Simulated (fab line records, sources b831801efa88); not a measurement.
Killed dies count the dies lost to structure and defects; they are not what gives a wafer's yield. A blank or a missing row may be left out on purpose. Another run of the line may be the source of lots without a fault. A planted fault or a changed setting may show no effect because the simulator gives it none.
A struck lot beside a sound one :: flow gf180mcu :: 43 steps out of a route of 602
Sound: these wafers, L726.1, L726.3, L726.6. Struck: wafers L741.1, L741.2, L741.5. The cause comes at the end.
Order at every step that has rows: each side's tool, ch and its chambers, its first start. Under that, the readings that differ: sound wafers :: struck wafers :: difference of the means :: sigmas: that difference in standard deviations of wafers without a fault.
alike: readings whose means differ by less than 2 such deviations, and words and numbers that are the same on both sides. not compared: withheld readings, readings that some wafer has no value for, bounds like >300 that may hide the same value, and numbers for which the record gives no deviation and whose values overlap.
The two part at a step that has a row with sigmas, a row that says differs or no value, or rows on one side only. When numbers do not overlap yet have no deviation, they are printed without sigmas and do not part them. A reading missing from all wafers of one side parts the sides only when that side holds two or more wafers.

first, 2 steps without rows for these wafers: GF_DNWELL_DEVELOP_06 (develop time 60 s); GF_DNWELL_IMPLANT_07.
GF_DNWELL_STRIP_08: strips in O2/N2.
  sound on plasmaAsher-03 ch 0,1, day 3 01:05; struck on plasmaAsher-01 ch 0,1, day 6 07:01
reading: drypumpMotorCurrentA (A)
sound: 5.7 6.6 6.6
struck: 5.2 5.7 5.2
difference: -0.9
sigmas: -2
  alike: heaterPowerW, oesProductAu, platenTempC, stripTimeToEndpointS
  not compared: rfHoursCounterH
GF_DNWELL_TW_MEAS_09:
  sound on filmMetro-04, day 3 01:11; struck on filmMetro-04, day 6 07:07
  alike: DNWELL_TW
then, 7 steps without rows for these wafers: GF_NWELL_DEHYDRATE_00 (time 60 s); GF_NWELL_HMDS_01 (prime time 60 s); GF_NWELL_COAT_02 (resist thk 3000 nm); GF_NWELL_SOFTBAKE_03; GF_NWELL_EXPOSE_04 (exposes mask Nwell, target cd 860 nm); GF_NWELL_PEB_05; GF_NWELL_DEVELOP_06 (develop time 57.94 s).
GF_NWELL_OVL_MEAS_07:
  sound on overlay-01, day 3 13:16; struck on overlay-02, day 6 22:24
  alike: NWELL_OVL
GF_NWELL_IMPLANT_08:
  sound on implanter-04 ch 0, day 3 13:18; struck on implanter-04 ch 0, day 6 22:26
reading: doseIonsCm2
sound: 1.5042e+13 1.5016e+13 1.5004e+13
struck: 8.732e+12 8.703e+12 8.739e+12
difference: -6.296e+12
sigmas: -99 or more

reading: faradayCurrentUA
sound: 89.1 87.2 85.7
struck: 51.0 48.3 49.2
difference: -37.8
sigmas: -24
  alike: endStationPressureTorr
then, 1 step without rows for these wafers: GF_NWELL_IMPLANT_09.
GF_NWELL_STRIP_10: strips in O2/N2.
  sound on plasmaAsher-04 ch 0, day 3 13:36; struck on plasmaAsher-01 ch 0,1, day 6 22:44
  alike: drypumpMotorCurrentA, heaterPowerW, oesProductAu, platenTempC, stripTimeToEndpointS
  not compared: rfHoursCounterH
GF_NWELL_TW_MEAS_11:
  sound on filmMetro-03, day 3 13:42; struck on filmMetro-02, day 6 23:04
reading: NWELL_TW
sound: 1543 1530 1535
struck: 1370 1376 1374
difference: -163
sigmas: -8
  not compared: hold
then, 6 steps without rows for these wafers: GF_LVPWELL_HMDS_01 (prime time 60 s); GF_LVPWELL_COAT_02 (resist thk 3000 nm); GF_LVPWELL_SOFTBAKE_03; GF_LVPWELL_EXPOSE_04 (exposes mask LVPWELL, target cd 600 nm); GF_LVPWELL_PEB_05; GF_LVPWELL_DEVELOP_06 (develop time 60 s).
GF_LVPWELL_OVL_MEAS_07:
  sound on overlay-01, day 4 02:15; struck on overlay-02, day 7 14:21
  alike: LVPWELL_OVL
then, 2 steps without rows for these wafers: GF_LVPWELL_IMPLANT_08; GF_LVPWELL_IMPLANT_09.
GF_LVPWELL_STRIP_10: strips in O2/N2.
  sound on plasmaAsher-04 ch 0,1, day 4 02:35; struck on plasmaAsher-03 ch 0,1, day 7 14:41
  alike: drypumpMotorCurrentA, heaterPowerW, oesProductAu, platenTempC, stripTimeToEndpointS
  not compared: rfHoursCounterH
GF_LVPWELL_TW_MEAS_11:
  sound on filmMetro-02, day 4 02:41; struck on filmMetro-01, day 7 14:47
  alike: LVPWELL_TW
then, 7 steps without rows for these wafers: GF_MVSD_DEHYDRATE_00 (time 60 s); GF_MVSD_HMDS_01 (prime time 60 s); GF_MVSD_COAT_02 (resist thk 3000 nm); GF_MVSD_SOFTBAKE_03; GF_MVSD_EXPOSE_04 (exposes mask MVSD, target cd 1000 nm); GF_MVSD_PEB_05; GF_MVSD_DEVELOP_06 (develop time 60 s).
GF_MVSD_OVL_MEAS_07:
  sound on overlay-01, day 4 15:01; struck on overlay-02, day 8 07:34
  alike: MVSD_OVL
then, 2 steps without rows for these wafers: GF_MVSD_IMPLANT_08; GF_MVSD_IMPLANT_09.
GF_MVSD_STRIP_10: strips in O2/N2.
  sound on plasmaAsher-03 ch 0,1, day 4 15:21; struck on plasmaAsher-04 ch 0,1, day 8 07:54
  alike: drypumpMotorCurrentA, heaterPowerW, oesProductAu, platenTempC, stripTimeToEndpointS
  not compared: rfHoursCounterH
GF_MVSD_TW_MEAS_11:
  sound on filmMetro-02, day 4 15:27; struck on filmMetro-02, day 8 08:00
  alike: MVSD_TW
then, 2 steps without rows for these wafers: GF_MVPSD_DEHYDRATE_00 (time 60 s); GF_MVPSD_HMDS_01 (prime time 60 s).
-- the record jumps here: 4 days lie between the struck wafers' starts before and after --
GF_VT_IMPLANT_RS_MEAS_47: measures by four-point-probe.
  sound on filmMetro-01, day 7 19:22; struck on filmMetro-03, day 12 07:53
reading: NWELL_RS (ohm/sq)
sound: 489.2 489.6 488.3
struck: 647.9 649.4 647.8
difference: +159.3
sigmas: +99 or more
  not compared: hold
then, 1 step without rows for these wafers: GF_PASSIVATION_PROBE_99.

WHERE THEY PART
Earliest at GF_DNWELL_STRIP_08; latest, in this record, at GF_VT_IMPLANT_RS_MEAS_47.

WHY: the cause the simulator had injected
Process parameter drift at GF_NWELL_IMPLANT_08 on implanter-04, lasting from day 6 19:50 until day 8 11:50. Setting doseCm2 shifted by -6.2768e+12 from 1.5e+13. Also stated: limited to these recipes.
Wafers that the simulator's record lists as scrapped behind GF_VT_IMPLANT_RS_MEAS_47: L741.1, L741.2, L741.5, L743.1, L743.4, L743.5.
